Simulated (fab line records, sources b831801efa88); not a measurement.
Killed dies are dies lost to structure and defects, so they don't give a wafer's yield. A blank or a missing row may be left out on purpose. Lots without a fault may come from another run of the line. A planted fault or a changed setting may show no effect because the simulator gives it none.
Which tool did it? | flow gf180mcu | 12 lots, 36 wafers sampled, at 3 steps of a route of 602

WHAT THE GAUGES READ, wafer by wafer
GF_V1_CD_MEAS_14: target cd 260 nm.
lot  | measured     | on        | cd_nm (nm)
L474 | day 18 18:42 | cd_sem-02 | 260.5 260.4 261.1
L475 | day 18 22:28 | cd_sem-02 | 261.1 260.4 260.7
L477 | day 19 20:44 | cd_sem-01 | 261.1 259.5 261.6
L481 | day 21 07:04 | cd_sem-01 | 259.4 258.8 259.7
L482 | day 21 10:33 | cd_sem-01 | 258.1 258.5 257.8
L484 | day 22 05:42 | cd_sem-02 | 259.0 260.1 260.0
L485 | day 22 17:08 | cd_sem-01 | 260.5 260.9 261.0
L486 | day 23 00:08 | cd_sem-01 | 262.7 261.7 261.5
L487 | day 23 05:14 | cd_sem-01 | 259.6 261.3 260.7
L493 | day 25 04:23 | cd_sem-01 | 260.7 260.4 260.7
L495 | day 25 19:34 | cd_sem-02 | 258.1 259.6 259.1
L496 | day 26 07:09 | cd_sem-01 | 258.7 260.8 260.5

WHICH TOOL RAN EACH LOT (tool, then ch and the chambers of the sampled wafers, then the start)
lot  | GF_HV_LDD_ETCHBACK_58              | GF_M1_METAL_ETCH_16
L474 | rie_diel-03 ch 0,3, day 13 00:38   | rie_metal-01 ch 0, day 17 18:00
L475 | rie_diel-03 ch 2,3, day 13 04:17   | rie_metal-03 ch 0,1, day 17 21:15
L477 | rie_diel-03 ch 1,2,3, day 13 20:25 | rie_metal-03 ch 0, day 18 19:18
L481 | rie_diel-03 ch 1,2, day 15 05:19   | rie_metal-01 ch 0,1, day 20 05:54
L482 | rie_diel-02 ch 2,3, day 15 08:08   | rie_metal-03 ch 0,1, day 20 09:30
L484 | rie_diel-04 ch 0,1,2, day 16 02:28 | rie_metal-03 ch 0, day 21 05:09
L485 | rie_diel-04 ch 0,2,3, day 16 13:32 | rie_metal-02 ch 0,1, day 21 16:57
L486 | rie_diel-04 ch 0,2,3, day 16 21:01 | rie_metal-02 ch 0, day 21 23:42
L487 | rie_diel-04 ch 0,3, day 17 02:00   | rie_metal-02 ch 0, day 22 05:07
L493 | rie_diel-03 ch 1,2, day 19 03:27   | rie_metal-03 ch 0,1, day 24 05:03
L495 | rie_diel-02 ch 0,1,2, day 19 21:00 | rie_metal-01 ch 0,1, day 24 21:03
L496 | rie_diel-02 ch 0,1,3, day 20 11:51 | rie_metal-02 ch 0,1, day 25 09:13
- GF_HV_LDD_ETCHBACK_58: etches Si3N4 in CH3F/O2, stops on SiO2, time 100 s, target depth 90 nm.
- GF_M1_METAL_ETCH_16: etches the open film in Cl2/BCl3, stops on SiO2, target depth 750.8 nm, time 125.1 s.

WHAT THE TOOLS THEMSELVES READ (means of the sampled wafers that have a number; where no wafer has one, the mark that the record gives instead)
GF_HV_LDD_ETCHBACK_58.
lot  | tool        | bias_w (W) | drypump_motor_current_A (A) | oes_product_au (a.u.) | rf_fwd_power_W (W) | throttle_valve_pct (%)
L474 | rie_diel-03 | 80.07      | 5.8                         | 0.842                 | 397.7              | 10.559
L475 | rie_diel-03 | 80.19      | 4.9                         | 0.832                 | 395.8              | 10.563
L477 | rie_diel-03 | 80.12      | 5.2                         | 0.852                 | 396.6              | 10.564
L481 | rie_diel-03 | 80.11      | 5.1                         | 0.839                 | 395.9              | 10.560
L482 | rie_diel-02 | 80.15      | 5.4                         | 0.854                 | 397.3              | 10.559
L484 | rie_diel-04 | 79.97      | 5.7                         | 0.839                 | 396.2              | 10.555
L485 | rie_diel-04 | 79.59      | 5.8                         | 0.844                 | 397.2              | 10.562
L486 | rie_diel-04 | 80.10      | 5.8                         | 0.842                 | 418.7              | 10.565
L487 | rie_diel-04 | 80.03      | 6.0                         | 0.852                 | 417.6              | 10.563
L493 | rie_diel-03 | 80.11      | 5.2                         | 0.844                 | 397.9              | 10.564
L495 | rie_diel-02 | 79.81      | 5.8                         | 0.848                 | 397.2              | 10.561
L496 | rie_diel-02 | 80.37      | 5.4                         | 0.843                 | 397.2              | 10.566

GF_M1_METAL_ETCH_16.
lot  | tool         | bcl3_flow_sccm (sccm) | bias_w (W) | drypump_motor_current_A (A) | oes_product_au (a.u.) | throttle_valve_pct (%)
L474 | rie_metal-01 | 39.94                 | 139.8      | 6.5                         | 0.984                 | 28.225
L475 | rie_metal-03 | 40.12                 | 140.1      | 6.0                         | 0.990                 | 28.225
L477 | rie_metal-03 | 40.04                 | 140.0      | 5.7                         | 0.986                 | 28.238
L481 | rie_metal-01 | 39.89                 | 139.7      | 5.7                         | 0.986                 | 28.232
L482 | rie_metal-03 | 39.90                 | 140.1      | 5.9                         | 0.991                 | 28.236
L484 | rie_metal-03 | 40.09                 | 140.0      | 5.7                         | 0.986                 | 28.240
L485 | rie_metal-02 | 39.95                 | 140.3      | 6.2                         | 0.995                 | 28.223
L486 | rie_metal-02 | 40.09                 | 139.6      | 6.2                         | 0.994                 | 28.227
L487 | rie_metal-02 | 39.94                 | 140.0      | 6.2                         | 1.001                 | 28.220
L493 | rie_metal-03 | 40.03                 | 139.5      | 5.8                         | 0.987                 | 28.231
L495 | rie_metal-01 | 40.05                 | 139.8      | 5.7                         | 0.977                 | 28.241
L496 | rie_metal-02 | 40.10                 | 140.2      | 6.2                         | 0.997                 | 28.221

THE ANSWER, worked out from the rows above alone
Rule: what is usual is taken from the lots themselves. Put in order of their means at a reading, lots are off if they are a third of the lots or fewer, leave a main group of 4 or more, and stand apart from it by a gap of 3 or more times the standard deviation of the main group's means; of several such gaps the widest counts. A main group whose means are all the same, to the digits that the tables above print for the reading, isn't used. A lot without any number at a reading at which 4 lots or more have one is off too. The other lots that the step has rows for count as sound. The gauges are gone through in route order, then the tools' own readings, and for those a lot's mean is taken as printed above. The first step at which some lot is off is used, and at that step the reading that is off furthest; a lot without a number counts as furthest.
Off: L486, L487, at GF_HV_LDD_ETCHBACK_58 (rf_fwd_power_W). The main group: mean 396.9 W, standard deviation 0.7.
A tool fits if, at that step or a process step before it, it ran every lot that is off, and no sound lot after the first of them. One fits: rie_diel-04 at GF_HV_LDD_ETCHBACK_58. Its last sound lot is L485 (day 16 13:32), its first lot that is off L486 (day 16 21:01): a fault that began between those two fits.
The tool's own readings at GF_HV_LDD_ETCHBACK_58 bear it out: on the lots that are off they differ by more than 5 times the standard deviation of the sound lots' means. rf_fwd_power_W reads 418.1 W there against 396.9 W on the sound lots.

WHAT THE SIMULATOR HAD PUT IN
Process parameter drift: rie_diel-04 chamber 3, from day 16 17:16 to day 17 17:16, at GF_HV_LDD_ETCHBACK_58. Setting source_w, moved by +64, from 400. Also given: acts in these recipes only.
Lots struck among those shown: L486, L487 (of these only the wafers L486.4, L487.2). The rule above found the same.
